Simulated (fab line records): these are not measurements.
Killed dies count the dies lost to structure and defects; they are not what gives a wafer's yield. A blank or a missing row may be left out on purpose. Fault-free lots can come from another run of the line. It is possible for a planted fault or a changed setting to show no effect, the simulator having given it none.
Chamber matching    flow sky130    4 sister chambers for SKY_SPACER_ETCHBACK_02 on rieDiel-04
The step etches Si3N4 in CH3F/O2, stops on SiO2, time 46.7 s, target depth 45 nm. 16 wafers are shown with their chamber, then 8 later ones without.

## WAFERS PAIRED WITH THEIR CHAMBERS
wafer   chamber  drypumpMotorCurrentA (A)  oesProductAu (a.u.)  throttleValvePct (%)
L074.2  2        6.2                       0.849                10.564
L074.3  3        5.9                       0.859                10.572
L074.6  1        6.4                       0.857                10.566
L076.1  3        5.9                       0.876                10.575
L076.2  2        6.1                       0.862                10.569
L076.5  1        6.4                       0.862                10.573
L080.1  2        6.1                       0.852                10.557
L080.3  1        6.4                       0.858                10.563
L080.4  0        5.5                       0.860                10.566
L083.1  2        6.2                       0.850                10.564
L083.2  1        6.4                       0.858                10.575
L083.6  3        5.9                       0.858                10.558
L088.2  3        5.9                       0.849                10.561
L088.5  2        6.2                       0.848                10.563
L088.6  3        5.9                       0.849                10.572
L092.1  3        5.9                       0.863                10.549

SIGNATURES (averages over the wafers above)
reading               chamber 0  chamber 1  chamber 2  chamber 3  scatter within a chamber
drypumpMotorCurrentA  5.500      6.400      6.160      5.900      0.0316
oesProductAu          0.86000    0.85875    0.85220    0.85900    0.00736
throttleValvePct      10.56600   10.56925   10.56340   10.56450   0.00757
Rule: for each reading, subtract the chamber's mean from the wafer's reading, divide by that reading's scatter and square the result; add these up over the readings and take the root, which gives the wafer's distance from the chamber. The wafer belongs to the nearest chamber; if the next one is less than 2 further off, it can't be placed. The scatter: take each reading less its chamber's mean, square it, sum over the shown wafers, divide by the number of wafers less the number of chambers, and take the root.

## WAFERS WHOSE CHAMBER IS MISSING
wafer   drypumpMotorCurrentA (A)  oesProductAu (a.u.)  throttleValvePct (%)
L092.2  5.5                       0.864                10.573
L092.5  5.9                       0.859                10.570
L093.1  6.1                       0.845                10.548
L093.3  5.9                       0.840                10.577
L093.4  6.4                       0.842                10.576
L094.1  5.5                       0.868                10.553
L094.5  6.4                       0.862                10.560
L094.6  5.5                       0.866                10.549

## WHICH CHAMBER EACH WENT THROUGH
wafer   from the rows above  in truth
L092.2  0                    0
L092.5  3                    3
L093.1  2                    2
L093.3  3                    3
L093.4  1                    1
L094.1  0                    0
L094.5  1                    1
L094.6  0                    0
Placed correctly: 8 of 8. Left unplaced by these rows: 0. Number placed wrongly: 0.
